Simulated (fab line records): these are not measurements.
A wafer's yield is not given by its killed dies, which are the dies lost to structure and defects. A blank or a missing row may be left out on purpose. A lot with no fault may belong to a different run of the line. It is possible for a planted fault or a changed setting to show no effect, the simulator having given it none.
What tool caused it?	flow gf180mcu	11 lots with 32 wafers sampled at 6 steps, on a route of 602 steps

## WHAT THE GAUGES SHOWED, per wafer
GF_M4_CD_MEAS_14: the cd target is 280 nm. Usual: cdNm 279.8 nm, standard deviation 1.1.
lot	measured	on	cdNm (nm)	flag
L805	day 23 06:16	cdSem-02	280.4 280.4 278.9	
L809	day 24 23:43	cdSem-01	279.2 279.2 279.8	
L812	day 26 00:23	cdSem-01	279.8 279.5	
L817	day 27 20:14	cdSem-01	277.8 278.5 278.7	
L819	day 28 16:25	cdSem-02	278.4 278.2 278.6	
L821	day 29 05:01	cdSem-02	280.7 280.4 280.2	
L822	day 29 10:38	cdSem-02	282.1 281.5 281.2	
L823	day 29 18:59	cdSem-01	279.7 278.8 278.9	
L824	day 30 01:17	cdSem-01	280.1 279.5 281.0	
L825	day 30 06:06	cdSem-02	278.4 279.6 278.2	
L826	day 30 09:32	cdSem-01	279.2 279.3 279.8	

GF_V4_CD_MEAS_14: the cd target is 260 nm. Usual: cdNm 259.8 nm, standard deviation 1.
lot	measured	on	cdNm (nm)	flag
L805	day 24 06:28	cdSem-02	260.4 260.7 261.1	
L809	day 25 23:17	cdSem-01	259.1 260.6 260.1	
L812	day 26 22:35	cdSem-01	260.1 260.5	
L817	day 28 17:42	cdSem-02	260.3 259.6 260.0	
L819	day 29 12:17	cdSem-02	261.1 260.3 259.7	
L821	day 30 01:55	cdSem-01	260.4 259.4 260.5	
L822	day 30 06:17	cdSem-01	261.2 260.2 259.9	
L823	day 30 14:26	cdSem-02	258.0 258.4 257.0	
L824	day 30 20:35	cdSem-02	260.2 259.8 259.4	
L825	day 31 01:41	cdSem-02	261.7 263.3 262.1	
L826	day 31 04:22	cdSem-01	258.1 258.1 259.1	

GF_MIM_RS_MEAS_10: the measuring method here is four-point-probe. Usual: MIM_ALCU_RS gives 0.1603 ohm/sq (standard deviation 0.0018).
lot	measured	on	MIM_ALCU_RS (ohm/sq)	flag
L805	day 24 08:29	filmMetro-03	0.1658 0.1655 0.1641	
L809	day 26 01:19	filmMetro-02	0.1608 0.1444 0.1428	OFF
L812	day 27 00:31	filmMetro-03	0.1592 0.1425	OFF
L817	day 28 19:40	filmMetro-01	0.1598 0.1600 0.1599	
L819	day 29 14:18	filmMetro-01	0.1576 0.1594 0.1577	
L821	day 30 03:50	filmMetro-01	0.1627 0.1620 0.1610	
L822	day 30 08:26	filmMetro-01	0.1605 0.1612 0.1615	
L823	day 30 16:23	filmMetro-03	0.1592 0.1599 0.1600	
L824	day 30 22:33	filmMetro-01	0.1598 0.1601 0.1591	
L825	day 31 03:38	filmMetro-02	0.1618 0.1623 0.1625	
L826	day 31 06:22	filmMetro-02	0.1589 0.1599 0.1600	

GF_MIM_THK_MEAS_11: measures by xrf. Usual: MIM_ALCU_THK gives 198.0 nm (standard deviation 2.1).
lot	measured	on	MIM_ALCU_THK (nm)	flag
L805	day 24 08:36	filmMetro-03	191.5 191.5 193.3	
L809	day 26 01:26	filmMetro-02	199.4 219.6 222.4	OFF
L812	day 27 00:38	filmMetro-03	199.2 220.8	OFF
L817	day 28 19:46	filmMetro-01	197.5 198.2 197.2	
L819	day 29 14:24	filmMetro-01	201.4 200.0 201.7	
L821	day 30 03:56	filmMetro-01	194.9 194.8 197.2	
L822	day 30 08:33	filmMetro-01	198.4 196.3 197.1	
L823	day 30 16:30	filmMetro-03	198.5 197.7 199.0	
L824	day 30 22:38	filmMetro-01	198.9 198.3 198.6	
L825	day 31 03:44	filmMetro-02	195.2 196.7 194.5	
L826	day 31 06:29	filmMetro-02	199.8 199.0 198.9	

## WHICH TOOL RAN EACH LOT (tool, then ch and the chambers of the sampled wafers, then the start)
lot	GF_V4_ETCH_17	GF_MIM_SPUTTER_08
L805	rieDiel-02 ch 1,3, day 24 08:25 or earlier	pvdSputter-03, day 24 08:25
L809	rieDiel-04 ch 1,2, day 26 01:15 or earlier	pvdSputter-03, day 26 01:15
L812	rieDiel-04 ch 2,3, day 27 00:28 or earlier	pvdSputter-03, day 27 00:28
L817	rieDiel-01 ch 0,1,3, day 28 19:34 or earlier	pvdSputter-04, day 28 19:34
L819	rieDiel-02 ch 0,2,3, day 29 14:13 or earlier	pvdSputter-04, day 29 14:13
L821	rieDiel-01 ch 0,1, day 30 03:45 or earlier	pvdSputter-03, day 30 03:45
L822	rieDiel-01 ch 0,2, day 30 08:22 or earlier	pvdSputter-02, day 30 08:22
L823	rieDiel-04 ch 0,1,2, day 30 16:19 or earlier	pvdSputter-02, day 30 16:19
L824	rieDiel-01 ch 1,2, day 30 22:26 or earlier	pvdSputter-04, day 30 22:26
L825	rieDiel-02 ch 0,1,2, day 31 03:32 or earlier	pvdSputter-03, day 31 03:32
L826	rieDiel-02 ch 2,3, day 31 06:18 or earlier	pvdSputter-03, day 31 06:18
- GF_V4_ETCH_17: etches SiO2 in C4F8/O2/Ar, stops on TiN, target depth 630 nm.
- GF_MIM_SPUTTER_08: material AlCu, target thk 200 nm, time 10.6 s.

## WHAT THE TOOLS THEMSELVES READ (means of the sampled wafers that have a number; where no wafer has one, the mark that the record gives instead)
GF_V4_ETCH_17. Usual: oesProductAu 0.855 a.u., standard deviation 0.0042.
lot	tool	oesProductAu (a.u.)	flag
L805	rieDiel-02	0.852	
L809	rieDiel-04	0.854	
L812	rieDiel-04	0.850	
L817	rieDiel-01	0.859	
L819	rieDiel-02	0.856	
L821	rieDiel-01	0.855	
L822	rieDiel-01	0.854	
L823	rieDiel-04	0.856	
L824	rieDiel-01	0.858	
L825	rieDiel-02	0.856	
L826	rieDiel-02	0.858	

GF_MIM_SPUTTER_08. Usual: chamberPressurePa 0.4001 Pa, standard deviation 0.00089; throttleValvePct 29.9 %, standard deviation 1.2.
lot	tool	chamberPressurePa (Pa)	throttleValvePct (%)	flag
L805	pvdSputter-03	0.4002	30.7	
L809	pvdSputter-03	0.4007	30.8	
L812	pvdSputter-03	0.3987	29.3	
L817	pvdSputter-04	0.3990	29.5	
L819	pvdSputter-04	0.4000	30.2	
L821	pvdSputter-03	0.4008	31.2	
L822	pvdSputter-02	0.3988	29.8	
L823	pvdSputter-02	0.4003	29.4	
L824	pvdSputter-04	0.4002	29.6	
L825	pvdSputter-03	0.3997	30.0	
L826	pvdSputter-03	0.4004	31.2	

## THE ANSWER, worked out from the rows above alone
Rule: a lot counts as off when the mean over its wafers that have a number is more than 3 standard deviations away from the usual mean. Also off: a lot with no number at a reading for which 4 or more lots have one. Where the step has rows for the other lots, those lots are counted as sound. First the gauges in route order, then the tools' own readings, where a lot's mean is used as printed above. The first step at which some lot is off is used, and at that step the reading that is off furthest; a lot without a number counts as furthest.
Off: L809, L812, seen at GF_MIM_RS_MEAS_10 (MIM_ALCU_RS).
If a tool, at a process step before that reading, ran all the lots that are off and no sound lot after the first of them, it fits. Those tools and the gauges at GF_MIM_RS_MEAS_10 are tried in the same way. GF_V4_ETCH_17: start missing for some lots; hours and lot order therefore follow GF_MIM_SPUTTER_08. No candidate that was tried fits.

## WHAT THE SIMULATOR HAD PUT IN
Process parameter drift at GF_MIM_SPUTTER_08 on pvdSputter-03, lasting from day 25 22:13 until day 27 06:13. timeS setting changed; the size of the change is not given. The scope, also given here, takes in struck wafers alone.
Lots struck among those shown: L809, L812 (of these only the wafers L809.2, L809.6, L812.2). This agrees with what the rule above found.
